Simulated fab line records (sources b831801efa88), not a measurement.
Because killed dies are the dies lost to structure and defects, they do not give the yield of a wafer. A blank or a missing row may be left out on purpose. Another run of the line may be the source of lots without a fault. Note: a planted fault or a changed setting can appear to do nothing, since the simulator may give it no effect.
What tool caused it? || flow gf180mcu || route of 602 steps, sampled at 1 step: 6 lots, 18 wafers

WHAT EACH GAUGE READ, for each wafer
GF_POLY_GATE_CD_MEAS_18.
{"lot": "L272", "measured": "day 10 11:37", "on": "cdSem-02", "cdNm (nm)": "278.5 277.8 280.0"}
{"lot": "L275", "measured": "day 11 13:34", "on": "cdSem-02", "cdNm (nm)": "279.6 280.9 278.4"}
{"lot": "L280", "measured": "day 13 00:51", "on": "cdSem-01", "cdNm (nm)": "277.8 276.2 278.6"}
{"lot": "L284", "measured": "day 14 01:56", "on": "cdSem-01", "cdNm (nm)": "278.1 279.7 279.8"}
{"lot": "L288", "measured": "day 15 08:46", "on": "cdSem-01", "cdNm (nm)": "281.3 280.3 279.6"}
{"lot": "L290", "measured": "day 16 00:24", "on": "cdSem-02", "cdNm (nm)": "280.6 277.8 282.7"}

EACH LOT AND THE TOOL THAT RAN IT (in order: tool; ch and the chambers of the sampled wafers; start)
Record: no process step prior to these readings.

THE ANSWER, worked out from the rows above alone
Rule: the usual values come from the lots themselves. Put in order of their means at a reading, lots are off if they are a third of the lots or fewer, leave a main group of 4 or more, and stand apart from it by a gap of 3 or more times the standard deviation of the main group's means; of several such gaps the widest counts. A main group is skipped when, at the precision printed for the reading in the tables above, its means are all equal. Also off: a lot with no number at a reading for which 4 or more lots have one. Where the step has rows for the other lots, those lots are counted as sound.
Nothing can be told from this: no lot is off at any reading shown.

WHAT THE SIMULATOR HAD INSERTED
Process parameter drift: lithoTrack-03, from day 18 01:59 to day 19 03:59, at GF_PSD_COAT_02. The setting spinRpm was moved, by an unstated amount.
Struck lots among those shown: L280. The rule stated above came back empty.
